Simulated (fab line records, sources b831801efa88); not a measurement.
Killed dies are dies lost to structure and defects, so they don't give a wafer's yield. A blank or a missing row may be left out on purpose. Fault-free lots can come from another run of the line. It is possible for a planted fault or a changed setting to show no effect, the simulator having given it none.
Which of the tools did it?	flow gf180mcu	11 lots with 33 wafers sampled at 5 steps, on a route of 602 steps

WHAT THE GAUGES READ, wafer by wafer
GF_PSD_CD_MEAS_07: the cd target is 400 nm.
lot	measured	on	cd nm (nm)
L287	day 14 07:32	cd sem-02	398.3 397.9 398.5
L288	day 14 21:34	cd sem-01	402.4 402.5 401.9
L292	day 16 09:33	cd sem-01	401.9 402.3 400.0
L293	day 16 10:48	cd sem-01	398.3 398.9 398.7
L294	day 16 23:52	cd sem-02	397.9 398.3 397.3
L301	day 19 08:17	cd sem-01	400.3 399.2 397.5
L302	day 19 21:32	cd sem-02	- - -
L303	day 19 22:06	cd sem-02	400.2 401.1 399.9
L305	day 20 12:08	cd sem-02	401.6 401.4 400.4
L307	day 20 23:37	cd sem-01	- - -
L309	day 21 18:37	cd sem-01	401.0 401.0 397.7

GF_PSD_OVL_MEAS_08.
lot	measured	on	PSD_OVL (nm)
L287	day 14 07:38	overlay-02	1.1 1.6 1.1
L288	day 14 21:40	overlay-01	1.1 0.8 -0.4
L292	day 16 09:40	overlay-02	-0.9 0.1 -0.1
L293	day 16 10:55	overlay-02	1.9 -0.3 0.0
L294	day 16 23:58	overlay-01	-2.0 -2.6 -2.0
L301	day 19 08:25	overlay-02	0.0 1.0 -1.8
L302	day 19 21:38	overlay-01	- - -
L303	day 19 22:11	overlay-02	0.4 1.5 1.6
L305	day 20 12:13	overlay-02	-1.0 1.1 -1.2
L307	day 20 23:44	overlay-01	- - -
L309	day 21 18:43	overlay-01	-2.2 -0.7 -0.4

GF_PSD_TW_MEAS_11.
lot	measured	on	PSD_TW
L287	day 14 07:56	film metro-01	3187 3199 3190
L288	day 14 21:58	film metro-02	3203 3216 3218
L292	day 16 09:58	film metro-02	3197 3190 3199
L293	day 16 11:13	film metro-02	3207 3211 3216
L294	day 17 00:16	film metro-04	3167 3177 3187
L301	day 19 08:42	film metro-04	3229 3217 3217
L302	day 19 21:56	film metro-02	31 30 30
L303	day 19 22:29	film metro-02	3212 3219 3217
L305	day 20 12:31	film metro-01	3189 3192 3193
L307	day 21 00:01	film metro-01	30 30 30
L309	day 21 19:01	film metro-02	3202 3204 3222

GF_CONTACT_BOW_MEAS_05.
lot	measured	on	CONTACT_BOW (um)
L287	day 15 07:13	film metro-03	66 61 63
L288	day 15 21:27	film metro-01	62 77 69
L292	day 17 10:50	film metro-04	67 69 75
L293	day 17 11:40	film metro-04	62 58 64
L294	day 18 01:10	film metro-04	50 68 61
L301	day 20 10:51	film metro-04	62 66 63
L302	day 20 23:44	film metro-03	70 69 73
L303	day 21 01:15	film metro-01	73 72 69
L305	day 21 14:28	film metro-04	70 61 58
L307	day 22 02:03	film metro-04	64 58 69
L309	day 22 19:56	film metro-01	74 69 69

WHICH TOOL RAN EACH LOT (tool, then ch and the chambers of the sampled wafers, then the start)
lot	GF_PSD_DEVELOP_06
L287	litho track-02 ch 0, day 14 07:24
L288	litho track-04 ch 0, day 14 21:25
L292	litho track-02 ch 0, day 16 09:24
L293	litho track-02 ch 0, day 16 10:39
L294	litho track-04 ch 0, day 16 23:43
L301	litho track-04 ch 0, day 19 08:08
L302	litho track-02 ch 0, day 19 21:24
L303	litho track-04 ch 0, day 19 21:58
L305	litho track-04 ch 0, day 20 11:59
L307	litho track-02 ch 0, day 20 23:29
L309	litho track-04 ch 0, day 21 18:28
- GF_PSD_DEVELOP_06: develop time 60 s.

WHAT THE TOOLS THEMSELVES READ (means of the sampled wafers that have a number; where no wafer has one, the mark that the record gives instead)
GF_PSD_DEVELOP_06.
lot	tool	exhaust pa (Pa)
L287	litho track-02	45.5
L288	litho track-04	45.0
L292	litho track-02	44.7
L293	litho track-02	44.8
L294	litho track-04	44.9
L301	litho track-04	44.9
L302	litho track-02	45.8
L303	litho track-04	45.6
L305	litho track-04	45.7
L307	litho track-02	44.9
L309	litho track-04	44.0

THE ANSWER, worked out from the rows above alone
Rule: the usual values come from the lots themselves. The widest of any qualifying gaps counts: lots, ordered by their means at a reading, are off when they make up no more than a third of the lots, leave a main group of 4 or more, and stand apart from it by 3 or more times the standard deviation of that group's means. Not used: any main group whose means are identical at the precision the tables above print for the reading. A lot without any number at a reading at which 4 lots or more have one is off too. The other lots that the step has rows for count as sound. The gauges are gone through in route order, then the tools' own readings, and for those a lot's mean is taken as printed above. At the first step where some lot is off, the reading lying furthest off is the one used; lots without a number count as furthest.
Off: L302, L307, at GF_PSD_CD_MEAS_07 (cd nm). Without a number there: L302, L307. Mean 399.9 nm and standard deviation 1.5 in the main group.
A tool fits if, at a process step before that reading, it ran every lot that is off, and no sound lot after the first of them. Not tried: the gauges at GF_PSD_CD_MEAS_07; whatever is off there is also off at GF_PSD_OVL_MEAS_08, on other tools, and gauge error can't account for it. One fits: litho track-02 at GF_PSD_DEVELOP_06. Its last sound lot is L293 (day 16 10:39), its first lot that is off L302 (day 19 21:24): a fault that began between those two fits.

WHAT THE SIMULATOR HAD INSERTED
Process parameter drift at GF_PSD_DEVELOP_06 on litho track-02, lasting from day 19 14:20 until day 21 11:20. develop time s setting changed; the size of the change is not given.
Shown lots that were struck: L302, L307. This agrees with what the rule above found.
